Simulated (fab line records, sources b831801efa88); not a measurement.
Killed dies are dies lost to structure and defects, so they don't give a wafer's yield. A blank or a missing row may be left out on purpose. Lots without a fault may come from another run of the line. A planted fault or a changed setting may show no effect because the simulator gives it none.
Problem report in the 8D (eight disciplines) form, filled by code | flow sfq_line | the parts of the form that need people (team, actions taken, sign-off) are left out

1. THE PROBLEM
rf_fwd_power_W at SFQ_TRILAYER_I0_VIA_ETCH_VIA_ETCH_034 reads a mean of 578.8 W on 1 wafer of 1 lot; wafers without a fault read 498.3 W with a standard deviation of 1.4. That is +57 standard deviations from the usual mean.
The step: etches SiO2 in CHF3, stops on Nb, target depth 260 nm.
First seen on wafer L707.2, day 22 04:22, on rie_diel-01. The record holds 15 wafers of 5 lots with a number at this step. Rule for "out", or "out of limits": more than 4 standard deviations from the usual mean. The other wafers with a number count as sound.

2. WHAT IT IS AND WHAT IT IS NOT
question                    | is                | is not
which readings at this step | rf_fwd_power_W    | drypump_motor_current_A, oes_product_au
which lots                  | L707              | L697, L709, L710, L711
which wafers of those lots  | L707.2            | L707.4, L707.5
read on which tools         | rie_diel-01       | rie_diel-02, rie_diel-04
when                        | from day 22 04:22 | up to then (5 sound wafers); but 9 sound wafers of L709, L710, L711 came after

3. SUSPECTS, AND WHAT RULES EACH OUT
Counting: a tool at a process step up to the reading stays a suspect if it ran every lot that is out. Sound lots after the first of them don't rule it out here, since some wafers of a struck lot are sound.
- pecvd-02 at SFQ_TRILAYER_I0_DEP_PECVD_027 (deposits SiO2 from SiH4/N2O, time 111.11 s, target thk 500 nm): kept. It ran the lot that is out, L707 (day 15 16:17).
- cmp-02 at SFQ_TRILAYER_I0_CMP_CMP_028 (polishes SiO2): kept. It ran the lot that is out, L707 (day 15 16:52).
- film_metro-02 at SFQ_TRILAYER_I0_METRO_MEASURE_029: kept. It ran the lot that is out, L707 (day 15 19:41).
- rie_diel-01 at SFQ_TRILAYER_I0_VIA_BARC_OPEN_VIA_ETCH_046 (etches BARC in O2, target depth 125 nm, time 41.7 s): kept. It ran the lot that is out, L707 (day 22 04:19); its last sound lot up to then is L697 (day 18 17:02).
- rie_diel-01 at SFQ_TRILAYER_I0_VIA_ETCH_VIA_ETCH_034 (etches SiO2 in CHF3, stops on Nb, target depth 260 nm): kept. It ran the lot that is out, L707 (day 22 04:22); its last sound lot up to then is L697 (day 18 17:04). Its own readings are out on those wafers: rf_fwd_power_W.
- Within rie_diel-01 at SFQ_TRILAYER_I0_VIA_BARC_OPEN_VIA_ETCH_046: the wafers that are out ran in chamber 2; their sound lot-mates ran in chambers 0, 1.
- Within rie_diel-01 at SFQ_TRILAYER_I0_VIA_ETCH_VIA_ETCH_034: the wafers that are out ran in chamber 2; their sound lot-mates ran in chambers 0, 1.
Left after counting: pecvd-02 at SFQ_TRILAYER_I0_DEP_PECVD_027, cmp-02 at SFQ_TRILAYER_I0_CMP_CMP_028, film_metro-02 at SFQ_TRILAYER_I0_METRO_MEASURE_029, rie_diel-01 at SFQ_TRILAYER_I0_VIA_BARC_OPEN_VIA_ETCH_046, rie_diel-01 at SFQ_TRILAYER_I0_VIA_ETCH_VIA_ETCH_034.

4. THE CAUSE (what the simulator had put in)
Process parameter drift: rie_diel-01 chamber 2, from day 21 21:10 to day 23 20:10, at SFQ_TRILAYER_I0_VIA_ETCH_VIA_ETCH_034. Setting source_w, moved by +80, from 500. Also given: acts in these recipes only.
Counting left 5 suspects, and this tool is among them.

5. THE CHAIN OF EFFECTS, in route order
Each row: a reading whose mean over the struck wafers that have a number lies more than 3 standard deviations from the usual. Only readings for which the record gives a usual standard deviation are gone through. hours: the time from each lot's start at the first step in this table that gives one to its start at this step, as a median over the lots. sigmas: the change in usual standard deviations.
hours | step                                  | reading        | usual   | on struck wafers | change | sigmas
0     | SFQ_TRILAYER_I0_VIA_ETCH_VIA_ETCH_034 | rf_fwd_power_W | 498.3 W | 578.8            | +80.5  | +57
The process steps in it:
- SFQ_TRILAYER_I0_VIA_ETCH_VIA_ETCH_034: etches SiO2 in CHF3, stops on Nb, target depth 260 nm.

6. WHAT WOULD HAVE CAUGHT IT SOONER
In this record the first reading out of limits was taken at day 22 04:22, 7 hours after the fault began at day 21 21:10.
